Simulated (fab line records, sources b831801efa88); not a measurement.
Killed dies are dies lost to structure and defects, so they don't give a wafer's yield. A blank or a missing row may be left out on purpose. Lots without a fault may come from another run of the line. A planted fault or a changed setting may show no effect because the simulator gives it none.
A struck lot beside a sound one | flow gf180mcu | 14 steps out of a route of 602
Sound: wafers L782.1, L782.3, L782.4. Struck: wafers L780.1, L780.4, L780.6. The cause comes at the end.
At each step with rows: each side's tool, then ch and its chambers, then its first start. Under that, the readings that differ: sound wafers | struck wafers | difference of the means | sigmas: that difference in standard deviations of wafers without a fault.
alike: readings whose means differ by less than 2 such deviations, and words and numbers that are the same on both sides. not compared: withheld readings, readings that some wafer has no value for, bounds like >300 that may hide the same value, and numbers for which the record gives no deviation and whose values overlap.
The two part at a step that has a row with sigmas, a row that says differs or no value, or rows on one side only. Numbers that don't overlap but have no deviation are shown without sigmas and don't part them. A reading that every wafer of one side lacks parts them only if that side has two wafers or more.

GF_HV_LDD_RS_MEAS_53: measures by four-point-probe.
  sound on film_metro-02, day 19 11:41; struck on film_metro-02, day 18 19:08
  alike: HV_LDD_RS
then, 1 step without rows for these wafers: GF_HV_LDD_CVD_54 (deposits SiO2 from TEOS, target thk 10 nm, time 75 s).
GF_HV_LDD_THK_MEAS_55:
  sound on film_metro-02, day 19 12:50; struck on film_metro-01, day 18 20:16
  alike: HV_LDD_CVD_54_THK
then, 1 step without rows for these wafers: GF_HV_LDD_CVD_56 (deposits Si3N4 from DCS/NH3, target thk 90 nm, time 1543 s).
GF_HV_LDD_THK_MEAS_57:
  sound on film_metro-02, day 19 14:19; struck on film_metro-01, day 18 21:46
  alike: HV_LDD_CVD_56_THK
GF_HV_LDD_ETCHBACK_58: etches Si3N4 in CH3F/O2, stops on SiO2, time 100 s, target depth 90 nm.
  sound on rie_diel-01 ch 1,2,3, day 19 14:23; struck on rie_diel-01 ch 0,3, day 18 21:49
  alike: drypump_motor_current_A, oes_product_au, throttle_valve_pct
  not compared: rf_hours_counter_h
then, 6 steps without rows for these wafers: GF_NSD_DEHYDRATE_00 (time 60 s); GF_NSD_HMDS_01 (prime time 60 s); GF_NSD_COAT_02 (resist thk 1000 nm); GF_NSD_SOFTBAKE_03 (time 60 s); GF_NSD_EXPOSE_04 (exposes mask Nplus, target cd 400 nm); GF_NSD_PEB_05.
GF_NSD_DEVELOP_06: develop time 60 s.
  sound on litho_track-04 ch 0, day 20 14:47; struck on litho_track-02, day 19 22:30
  no value came back on the struck wafers for chill_plate_temp_C (C), develop_time_s (s); on the sound wafers chill_plate_temp_C (C) reads 23.01 23.01 23.04
GF_NSD_CD_MEAS_07: target cd 400 nm.
  sound on cd_sem-01, day 20 14:56; struck on cd_sem-02, day 19 22:39
  reading    | sound             | struck | difference                    | sigmas
  cd_nm (nm) | 399.2 398.7 399.7 | - - -  | no value on the struck wafers |

WHERE THEY PART
First at GF_NSD_DEVELOP_06; last, within this record, at GF_NSD_CD_MEAS_07.

WHY: what the simulator had put in
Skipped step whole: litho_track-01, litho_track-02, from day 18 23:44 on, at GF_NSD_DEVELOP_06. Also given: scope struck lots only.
